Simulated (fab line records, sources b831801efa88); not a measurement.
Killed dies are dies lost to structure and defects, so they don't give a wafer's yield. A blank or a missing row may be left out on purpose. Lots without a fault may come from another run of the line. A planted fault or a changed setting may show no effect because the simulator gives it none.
A struck lot beside a sound one | flow gf180mcu | 24 steps out of a route of 602
Sound: wafers L202.1, L202.3, L202.4. Struck: wafers L213.1, L213.3, L213.6. The cause comes at the end.
At each step with rows: each side's tool, then ch and its chambers, then its first start. Under that, the readings that differ: sound wafers | struck wafers | difference of the means | sigmas: that difference in standard deviations of wafers without a fault.
alike: readings whose means differ by less than 2 such deviations, and words and numbers that are the same on both sides. not compared: withheld readings, readings that some wafer has no value for, bounds like >300 that may hide the same value, and numbers for which the record gives no deviation and whose values overlap.
The two part at a step that has a row with sigmas, a row that says differs or no value, or rows on one side only. Numbers that don't overlap but have no deviation are shown without sigmas and don't part them. A reading that every wafer of one side lacks parts them only if that side has two wafers or more.

GF_PSD_OVL_MEAS_08:
  sound on overlay-02, day 17 08:04; struck on overlay-01, day 21 07:25
  alike: PSD_OVL
then, 1 step without rows for these wafers: GF_PSD_IMPLANT_09.
GF_PSD_STRIP_10: strips in O2/N2.
  sound on plasma_asher-01 ch 0,1, day 17 08:15; struck on plasma_asher-01 ch 0,1, day 21 07:36
  alike: drypump_motor_current_A, heater_power_w, o2_flow_sccm, oes_product_au, strip_time_to_endpoint_s
  not compared: rf_hours_counter_h
GF_PSD_TW_MEAS_11:
  sound on film_metro-03, day 17 08:21; struck on film_metro-04, day 21 07:42
  alike: PSD_TW
then, 1 step without rows for these wafers: GF_PSD_CLEAN_12 (cleans in SC1/SC2, time 150 s).
GF_PSD_RTA_13: time 20 s.
  sound on rtp_anneal-02 ch 0, day 17 08:28; struck on rtp_anneal-01 ch 0, day 21 07:49
  reading            | sound          | struck         | difference | sigmas
  lamp_power_pct (%) | 34.8 34.7 34.7 | 35.9 35.9 35.9 | +1.2       | +2
  alike: wafer_temp_C_max
GF_PSD_RS_MEAS_14: measures by four-point-probe.
  sound on film_metro-04, day 17 08:32; struck on film_metro-02, day 21 07:54
  alike: NSD_RS
GF_PSD_RS_MEAS_15: measures by four-point-probe.
  sound on film_metro-04, day 17 08:40; struck on film_metro-02, day 21 08:01
  alike: PSD_RS
GF_SAB_CVD_00: deposits SiO2 from TEOS, target thk 50 nm, time 4.9302 s.
  sound on pecvd-01 ch 0,1, day 17 08:47; struck on pecvd-03 ch 0,2, day 21 08:08
  alike: heater_power_w
GF_SAB_THK_MEAS_01:
  sound on film_metro-03, day 17 08:48; struck on film_metro-03, day 21 08:10
  alike: SAB_CVD_00_THK
then, 2 steps without rows for these wafers: GF_SAB_DEHYDRATE_02 (time 60 s); GF_SAB_HMDS_03 (prime time 60 s).
GF_SAB_COAT_04: resist thk 1000 nm.
  sound on litho_track-04 ch 0, day 17 19:56; struck on litho_track-03 ch 0, day 21 20:15
  reading                                  | sound          | struck         | difference | sigmas
  model.NOVOLAK_of_SAB_COAT_04.thk_nm (nm) | 1007 1010 1006 | 1025 1024 1024 | +17        |
  alike: dispense_pressure_kPa
then, 4 steps without rows for these wafers: GF_SAB_SOFTBAKE_05 (time 60 s); GF_SAB_EXPOSE_06 (exposes mask SAB, target cd 420 nm); GF_SAB_PEB_07; GF_SAB_DEVELOP_08 (develop time 60 s).
GF_SAB_CD_MEAS_09: target cd 420 nm.
  sound on cd_sem-02, day 18 07:01; struck on cd_sem-01, day 22 08:04
  alike: cd_nm
GF_SAB_OVL_MEAS_10:
  sound on overlay-02, day 18 07:08; struck on overlay-02, day 22 08:11
  alike: SAB_OVL
GF_SAB_ETCH_11: etches SiO2 in C4F8/O2/Ar, target depth 55 nm, time 8.5 s.
  sound on rie_diel-03 ch 0,1,3, day 18 07:10; struck on rie_diel-02 ch 1,2,3, day 22 08:13
  reading                                  | sound             | struck         | difference | sigmas
  model.NOVOLAK_of_SAB_COAT_04.thk_nm (nm) | 996.1 998.8 994.7 | 1013 1012 1013 | +16        |
  alike: oes_product_au
  not compared: rf_hours_counter_h
then, 1 step without rows for these wafers: GF_SAB_WET_ETCH_12 (etches SiO2 in dHF, target depth 22 nm, time 440 s).
GF_SAB_STRIP_13: strips in O2/N2.
  sound on plasma_asher-02 ch 0,1, day 18 07:20; struck on plasma_asher-02 ch 1, day 22 08:23
  reading                      | sound             | struck            | difference | sigmas
  strip_time_to_endpoint_s (s) | 12.70 12.72 12.67 | 12.84 12.82 12.84 | +0.14      | +4
  alike: drypump_motor_current_A, heater_power_w, o2_flow_sccm, oes_product_au
  not compared: rf_hours_counter_h
then, 2 steps without rows for these wafers: GF_SALICIDE_CLEAN_00 (cleans in SC1/SC2, time 150 s); GF_PASSIVATION_PROBE_99.

WHERE THEY PART
First at GF_PSD_RTA_13; last, within this record, at GF_SAB_STRIP_13.

WHY: what the simulator had put in
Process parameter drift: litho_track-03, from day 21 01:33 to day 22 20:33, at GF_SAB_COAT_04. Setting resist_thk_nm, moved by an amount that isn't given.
